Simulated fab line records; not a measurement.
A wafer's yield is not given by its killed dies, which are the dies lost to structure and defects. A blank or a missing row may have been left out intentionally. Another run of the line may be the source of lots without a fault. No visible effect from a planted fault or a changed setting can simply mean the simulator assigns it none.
Matching of chambers | flow sfq-line | cmp-02 running SFQ_TRILAYER_I6_CMP_CMP_166: 4 sister chambers
The step polishes SiO2. 8 wafers are shown with their chamber, then 9 later ones without.

== WAFERS PAIRED WITH THEIR CHAMBERS ==
wafer  | chamber | motor-current-A (A) | time-to-endpoint-s (s)
L676.2 | 0       | 10.4                | 209
L676.3 | 3       | 8.8                 | 199
L683.1 | 1       | 9.8                 | 199
L683.3 | 0       | 9.6                 | 204
L683.4 | 2       | 11.1                | 217
L685.3 | 1       | 10.1                | 195
L685.1 | 3       | 8.8                 | 201
L685.6 | 2       | 10.8                | 212

== WAFERS MISSING THEIR CHAMBER ==
wafer  | motor-current-A (A) | time-to-endpoint-s (s)
L687.2 | 9.8                 | 208
L687.5 | 11.5                | 222
L687.6 | 9.8                 | 223
L689.2 | 8.8                 | 203
L689.3 | 11.2                | 210
L689.6 | 8.4                 | 223
L691.2 | 9.9                 | 209
L691.4 | 11.2                | 223
L691.1 | 10.2                | 212

== CHAMBER TAKEN BY EACH ==
wafer  | from the rows above          | in truth
L687.2 | 0                            | 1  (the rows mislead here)
L687.5 | 2                            | 2
L687.6 | can't be placed: 2 or 0      | 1
L689.2 | 3                            | 3
L689.3 | 2                            | 2
L689.6 | can't be placed: 0 or 3 or 2 | 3
L691.2 | 0                            | 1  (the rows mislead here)
L691.4 | 2                            | 2
L691.1 | can't be placed: 0 or 2      | 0
Correct placement for 4 of the 9. Unplaceable from these rows: 3, with the true chamber sitting among the candidates in 2. Placed wrongly: 2.
How it was worked out, from the rows above alone: a wafer's distance from a chamber is the root of the sum, over the readings, of the square of ((its reading less the chamber's mean) divided by the reading's scatter). If the next closest chamber is less than 2 further off than the closest, the wafer can't be placed; otherwise it belongs to the closest. The mean given for a chamber averages the wafers shown for that chamber. The scatter: take each reading less its chamber's mean, square it, sum over the shown wafers, divide by the number of wafers less the number of chambers, and take the root.
